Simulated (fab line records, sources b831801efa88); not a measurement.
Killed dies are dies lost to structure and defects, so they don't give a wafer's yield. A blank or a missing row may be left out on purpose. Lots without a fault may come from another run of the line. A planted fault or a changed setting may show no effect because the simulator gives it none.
Which tool did it? | flow sky130 | 12 lots, 36 wafers sampled, at 1 step of a route of 708

WHAT THE GAUGES READ, wafer by wafer
SKY_SONOS_ONO_THK_MEAS_05.
lot  | measured     | on            | SONOS_ONO_CVD_04_THK (nm)
L075 | day 12 18:13 | film_metro-02 | 5.65 5.72 5.67
L077 | day 13 04:50 | film_metro-01 | 5.85 5.71 5.76
L079 | day 13 15:53 | film_metro-01 | 5.61 5.71 5.70
L081 | day 14 09:51 | film_metro-01 | 6.06 6.02 6.09
L083 | day 14 18:50 | film_metro-01 | 5.76 5.77 5.69
L085 | day 15 12:42 | film_metro-01 | 5.67 5.72 5.79
L087 | day 16 14:14 | film_metro-01 | 5.83 5.86 5.90
L090 | day 17 06:10 | film_metro-02 | 5.73 5.81 5.71
L091 | day 17 14:07 | film_metro-01 | 5.57 5.64 5.71
L093 | day 18 19:35 | film_metro-01 | 5.89 5.79 5.77
L095 | day 19 00:26 | film_metro-04 | 5.67 5.67 5.58
L097 | day 19 13:26 | film_metro-01 | 5.78 5.81 5.88

WHICH TOOL RAN EACH LOT (tool, then ch and the chambers of the sampled wafers, then the start)
The record holds no process step before these readings.

THE ANSWER, worked out from the rows above alone
Rule: what is usual is taken from the lots themselves. Put in order of their means at a reading, lots are off if they are a third of the lots or fewer, leave a main group of 4 or more, and stand apart from it by a gap of 3 or more times the standard deviation of the main group's means; of several such gaps the widest counts. A main group whose means are all the same, to the digits that the tables above print for the reading, isn't used. A lot without any number at a reading at which 4 lots or more have one is off too. The other lots that the step has rows for count as sound.
No lot is off at any reading shown: from this, nothing can be told.

WHAT THE SIMULATOR HAD PUT IN
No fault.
